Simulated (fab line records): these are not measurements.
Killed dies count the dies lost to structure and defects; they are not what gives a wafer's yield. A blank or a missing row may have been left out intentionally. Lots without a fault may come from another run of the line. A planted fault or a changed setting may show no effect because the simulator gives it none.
Comparing a struck lot with a sound one ; flow sky130 ; 15 steps out of a route of 708
Sound: the wafers L613.2, L613.5, L613.6. Struck: wafer L617.6. (L617.4 of the same lot was not struck and is left out.) The cause comes at the end.
Order at every step that has rows: each side's tool, ch and its chambers, its first start. Under that, the readings that differ: sound wafers ; struck wafers ; difference of the means ; sigmas: that difference in standard deviations of wafers without a fault.
alike: readings with means less than 2 such deviations apart, plus words and numbers identical on both sides. not compared: withheld readings, readings lacking a value on some wafer, bounds such as >300 that could conceal the same value, and numbers that have no deviation in the record and whose values overlap.
The two part at a step that has a row with sigmas, a row that says differs or no value, or rows on one side only. Non-overlapping numbers with no deviation appear without sigmas and do not part them. A reading that every wafer of one side lacks parts them only if that side has two wafers or more.

first, 2 steps without rows for these wafers: SKY_VT_ADJUST_PCH_PEB_05; SKY_VT_ADJUST_PCH_DEVELOP_06 (develop time 60 s).
SKY_VT_ADJUST_PCH_OVL_MEAS_07:
  sound on overlay-02, day 10 16:19; struck on overlay-02, day 12 07:28
  alike: VT_ADJUST_PCH_OVL
next, for these wafers, 1 step has no rows: SKY_VT_ADJUST_PCH_IMPLANT_08.
SKY_VT_ADJUST_PCH_STRIP_09: strips in O2/N2.
  sound on plasma-asher-02 ch 0,1, day 10 16:29; struck on plasma-asher-03 ch 0, day 12 07:40
reading;sound;struck;difference;sigmas
drypump-motor-current-A (A);5.6 5.6 4.9;6.4;+1.0;+2
  alike: oes-product-au, strip-time-to-endpoint-s
  not compared: rf-hours-counter-h
SKY_VT_ADJUST_PCH_TW_MEAS_10:
  sound on film-metro-03, day 10 16:36; struck on film-metro-01, day 12 07:46
reading;sound;struck;difference;sigmas
VT_ADJUST_PCH_TW;144.5 144.4 145.7;142.3;-2.6;-2
then, 6 steps without rows for these wafers: SKY_SONOS_TUNNEL_DEHYDRATE_00 (time 60 s); SKY_SONOS_TUNNEL_HMDS_01 (prime time 60 s); SKY_SONOS_TUNNEL_COAT_02 (resist thk 1140 nm); SKY_SONOS_TUNNEL_SOFTBAKE_03 (time 60 s); SKY_SONOS_TUNNEL_EXPOSE_04 (exposes mask TUNM, target cd 410 nm); SKY_SONOS_TUNNEL_PEB_05.
SKY_SONOS_TUNNEL_DEVELOP_06: develop time 60 s.
  sound on litho-track-01 ch 0, day 11 16:11; struck on litho-track-02 ch 0, day 13 08:56
SKY_SONOS_TUNNEL_CD_MEAS_07 targets a cd of 410 nm.
  sound on cd-sem-01, day 11 16:20; struck on cd-sem-02, day 13 09:04
reading;sound;struck;difference;sigmas
cd-nm (nm);409.6 412.1 410.3;393.1;-17.6;-9
SKY_SONOS_TUNNEL_OVL_MEAS_08:
  sound on overlay-01, day 11 16:26; struck on overlay-02, day 13 09:08
  alike: SONOS_TUNNEL_OVL

WHERE THEY PART
First at SKY_VT_ADJUST_PCH_STRIP_09; last, within this record, at SKY_SONOS_TUNNEL_CD_MEAS_07. Later steps at which nothing parts them and some readings are alike: SKY_SONOS_TUNNEL_OVL_MEAS_08.

WHY: what had been put in by the simulator
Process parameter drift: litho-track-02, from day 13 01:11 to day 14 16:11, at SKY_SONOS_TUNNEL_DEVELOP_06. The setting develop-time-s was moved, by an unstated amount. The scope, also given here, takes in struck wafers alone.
